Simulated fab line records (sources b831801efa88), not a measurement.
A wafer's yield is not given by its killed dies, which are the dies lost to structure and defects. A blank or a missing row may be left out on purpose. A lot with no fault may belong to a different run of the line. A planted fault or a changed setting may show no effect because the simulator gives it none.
What tool caused it? + flow gf180mcu + 12 lots with 36 wafers sampled at 5 steps, on a route of 602 steps

WHAT EACH GAUGE READ, for each wafer
GF_V4_THK_MEAS_25: measures by xrf.
| lot  | measured     | on            | V4_W_THK (nm) |
|------|--------------|---------------|---------------|
| L810 | day 24 18:05 | film-metro-04 | 365 363 358   |
| L811 | day 24 22:27 | film-metro-02 | 364 357 359   |
| L812 | day 25 11:29 | film-metro-01 | 373 363 368   |
| L813 | day 25 19:08 | film-metro-02 | 362 373 365   |
| L815 | day 26 16:14 | film-metro-01 | 367 374 363   |
| L816 | day 27 01:05 | film-metro-04 | 361 360 362   |
| L818 | day 27 18:00 | film-metro-04 | 366 365 371   |
| L821 | day 28 12:02 | film-metro-01 | 366 368 370   |
| L822 | day 28 15:50 | film-metro-04 | 359 358 361   |
| L829 | day 30 09:29 | film-metro-04 | 355 363 364   |
| L830 | day 30 15:53 | film-metro-04 | 364 364 359   |
| L832 | day 31 01:07 | film-metro-04 | 357 356 361   |

GF_PASSIVATION_THK_MEAS_01.
| lot  | measured     | on            | PASSIVATION_CVD_00_THK (nm) |
|------|--------------|---------------|-----------------------------|
| L810 | day 28 09:41 | film-metro-04 | 984 1009 1013               |
| L811 | day 28 14:20 | film-metro-04 | 968 997 996                 |
| L812 | day 29 07:32 | film-metro-04 | 997 1005 1009               |
| L813 | day 29 08:10 | film-metro-04 | 988 989 992                 |
| L815 | day 30 03:25 | film-metro-04 | 985 990 1002                |
| L816 | day 30 11:16 | film-metro-01 | 969 993 1000                |
| L818 | day 31 03:05 | film-metro-04 | 982 1005 998                |
| L821 | day 31 17:32 | film-metro-04 | 978 994 999                 |
| L822 | day 31 22:16 | film-metro-02 | 981 977 993                 |
| L829 | day 33 09:43 | film-metro-04 | 1020 1038 1034              |
| L830 | day 33 16:58 | film-metro-04 | 1028 1051 1057              |
| L832 | day 34 00:24 | film-metro-04 | 983 985 972                 |

WHAT TOOL EACH LOT RAN ON (gives the tool, then ch and the chambers of the sampled wafers, and finally the start)
| lot  | GF_V3_ETCH_17                                 | GF_M4_STRIP_17                       | GF_PASSIVATION_CVD_00           |
|------|-----------------------------------------------|--------------------------------------|---------------------------------|
| L810 | rie-diel-01 ch 0,2,3, day 23 17:33 or earlier | plasma-asher-03 ch 0,1, day 23 17:33 | pecvd-04 ch 0,1,2, day 28 09:35 |
| L811 | rie-diel-01 ch 2,3, day 23 21:55 or earlier   | plasma-asher-03 ch 0,1, day 23 21:55 | pecvd-03 ch 0,1,2, day 28 14:14 |
| L812 | rie-diel-01 ch 0,3, day 24 11:06 or earlier   | plasma-asher-02 ch 0,1, day 24 11:06 | pecvd-03 ch 0,2, day 29 07:26   |
| L813 | rie-diel-01 ch 0,1,3, day 24 19:14 or earlier | plasma-asher-04 ch 0,1, day 24 19:14 | pecvd-04 ch 0,2, day 29 08:05   |
| L815 | rie-diel-01 ch 0,2,3, day 25 17:16 or earlier | plasma-asher-02 ch 0,1, day 25 17:16 | pecvd-04 ch 0,1,2, day 30 03:20 |
| L816 | rie-diel-04 ch 2,3, day 26 01:36 or earlier   | plasma-asher-03 ch 0, day 26 01:36   | pecvd-01 ch 0,1,2, day 30 11:11 |
| L818 | rie-diel-03 ch 1,3, day 26 18:52 or earlier   | plasma-asher-03 ch 0, day 26 18:52   | pecvd-04 ch 1,2, day 31 02:59   |
| L821 | rie-diel-04 ch 1,3, day 27 14:09 or earlier   | plasma-asher-04 ch 0,1, day 27 14:09 | pecvd-03 ch 0,1, day 31 17:26   |
| L822 | rie-diel-01 ch 2,3, day 27 17:46 or earlier   | plasma-asher-02 ch 0,1, day 27 17:46 | pecvd-03 ch 0,1,2, day 31 22:11 |
| L829 | rie-diel-03 ch 2,3, day 29 11:48 or earlier   | plasma-asher-02 ch 0,1, day 29 11:48 | pecvd-04 ch 1,2, day 33 09:37   |
| L830 | rie-diel-01 ch 0,3, day 29 19:06 or earlier   | plasma-asher-02 ch 0,1, day 29 19:06 | pecvd-04 ch 1,2, day 33 16:53   |
| L832 | rie-diel-04 ch 1,2,3, day 30 04:57 or earlier | plasma-asher-02 ch 0,1, day 30 04:57 | pecvd-01 ch 0,1,2, day 34 00:20 |
- GF_V3_ETCH_17: etches SiO2 in C4F8/O2/Ar, stops on TiN, target depth 635 nm.
- GF_M4_STRIP_17: strips in O2/N2.
- GF_PASSIVATION_CVD_00: deposits SiO2 from TEOS, target thk 1000 nm, time 111.95 s.

AS READ BY THE TOOLS THEMSELVES (means over the sampled wafers that have a number; for cases with no such wafer, the mark the record gives instead)
GF_V3_ETCH_17.
| lot  | tool        | chamber-pressure-mTorr (mTorr) | oes-product-au (a.u.) |
|------|-------------|--------------------------------|-----------------------|
| L810 | rie-diel-01 | 40.02                          | 0.854                 |
| L811 | rie-diel-01 | 40.00                          | 0.854                 |
| L812 | rie-diel-01 | 40.02                          | 0.851                 |
| L813 | rie-diel-01 | 40.01                          | 0.856                 |
| L815 | rie-diel-01 | 40.00                          | 0.855                 |
| L816 | rie-diel-04 | 40.02                          | 0.860                 |
| L818 | rie-diel-03 | 39.98                          | 0.859                 |
| L821 | rie-diel-04 | 40.00                          | 0.856                 |
| L822 | rie-diel-01 | 39.97                          | 0.860                 |
| L829 | rie-diel-03 | 40.00                          | 0.856                 |
| L830 | rie-diel-01 | 40.01                          | 0.851                 |
| L832 | rie-diel-04 | 39.97                          | 0.857                 |

GF_M4_STRIP_17.
| lot  | tool            | chamber-pressure-mTorr (mTorr) | drypump-motor-current-A (A) | heater-power-w (W) | oes-product-au (a.u.) | strip-time-to-endpoint-s (s) |
|------|-----------------|--------------------------------|-----------------------------|--------------------|-----------------------|------------------------------|
| L810 | plasma-asher-03 | 1500.6                         | 5.8                         | 316                | 0.557                 | 7.90                         |
| L811 | plasma-asher-03 | 1499.7                         | 5.9                         | 313                | 0.558                 | 7.84                         |
| L812 | plasma-asher-02 | 1498.1                         | 6.2                         | 348                | 0.558                 | 7.88                         |
| L813 | plasma-asher-04 | 1499.2                         | 6.2                         | 343                | 0.562                 | 7.85                         |
| L815 | plasma-asher-02 | 1499.9                         | 6.2                         | 349                | 0.557                 | 7.86                         |
| L816 | plasma-asher-03 | 1500.2                         | 5.7                         | 316                | 0.561                 | 7.90                         |
| L818 | plasma-asher-03 | 1499.8                         | 5.7                         | 313                | 0.562                 | 7.91                         |
| L821 | plasma-asher-04 | 1499.9                         | 6.2                         | 348                | 0.552                 | 7.82                         |
| L822 | plasma-asher-02 | 1500.2                         | 5.8                         | 327                | 0.557                 | 7.87                         |
| L829 | plasma-asher-02 | 1500.2                         | 6.2                         | 348                | 0.556                 | 7.89                         |
| L830 | plasma-asher-02 | 1501.1                         | 6.2                         | 354                | 0.555                 | 7.84                         |
| L832 | plasma-asher-02 | 1500.7                         | 6.2                         | 341                | 0.563                 | 7.88                         |

GF_PASSIVATION_CVD_00.
| lot  | tool     | heater-power-w (W) | rf-fwd-power-W (W) |
|------|----------|--------------------|--------------------|
| L810 | pecvd-04 | 639                | 597.7              |
| L811 | pecvd-03 | 630                | 596.8              |
| L812 | pecvd-03 | 656                | 598.2              |
| L813 | pecvd-04 | 667                | 597.4              |
| L815 | pecvd-04 | 704                | 594.9              |
| L816 | pecvd-01 | 678                | 597.1              |
| L818 | pecvd-04 | 682                | 596.1              |
| L821 | pecvd-03 | 748                | 595.1              |
| L822 | pecvd-03 | 613                | 596.2              |
| L829 | pecvd-04 | 671                | 693.6              |
| L830 | pecvd-04 | 657                | 691.1              |
| L832 | pecvd-01 | 735                | 596.5              |

THE ANSWER, worked out from the rows above alone
Rule: the usual values come from the lots themselves. Put in order of their means at a reading, lots are off if they are a third of the lots or fewer, leave a main group of 4 or more, and stand apart from it by a gap of 3 or more times the standard deviation of the main group's means; of several such gaps the widest counts. A main group whose means are all the same, to the digits that the tables above print for the reading, isn't used. Also off: a lot with no number at a reading for which 4 or more lots have one. The other lots that the step has rows for count as sound. First the gauges in route order, then the tools' own readings, where a lot's mean is used as printed above. At the first step where some lot is off, the reading lying furthest off is the one used; lots without a number count as furthest.
Off: L829, L830, seen at GF_PASSIVATION_THK_MEAS_01 (PASSIVATION_CVD_00_THK). The main group: mean 991 nm, standard deviation 7.1.
A tool fits if, at a process step before that reading, it ran every lot that is off, and no sound lot after the first of them. Not tried: the gauges at GF_PASSIVATION_THK_MEAS_01; whatever is off there is also off at GF_PASSIVATION_CVD_00, on other tools, and gauge error can't account for it. Because GF_V3_ETCH_17 lacks a start for some lots, the hours and order of its lots are taken from GF_M4_STRIP_17. One fits: pecvd-04 at GF_PASSIVATION_CVD_00. Its last sound lot is L818 (day 31 02:59), its first lot that is off L829 (day 33 09:37): a fault that began between those two fits.
On the lots that are off, the tool's own readings at GF_PASSIVATION_CVD_00 differ by more than 5 times the standard deviation of the sound lots' means, which bears it out; rf-fwd-power-W reads 692.4 W there versus 596.6 W on the sound lots.

WHAT HAD BEEN PUT IN BY THE SIMULATOR
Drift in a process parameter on pecvd-04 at GF_PASSIVATION_CVD_00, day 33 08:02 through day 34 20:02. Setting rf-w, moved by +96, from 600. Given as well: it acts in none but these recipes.
Shown lots that were struck: L829, L830. This agrees with what the rule above found.
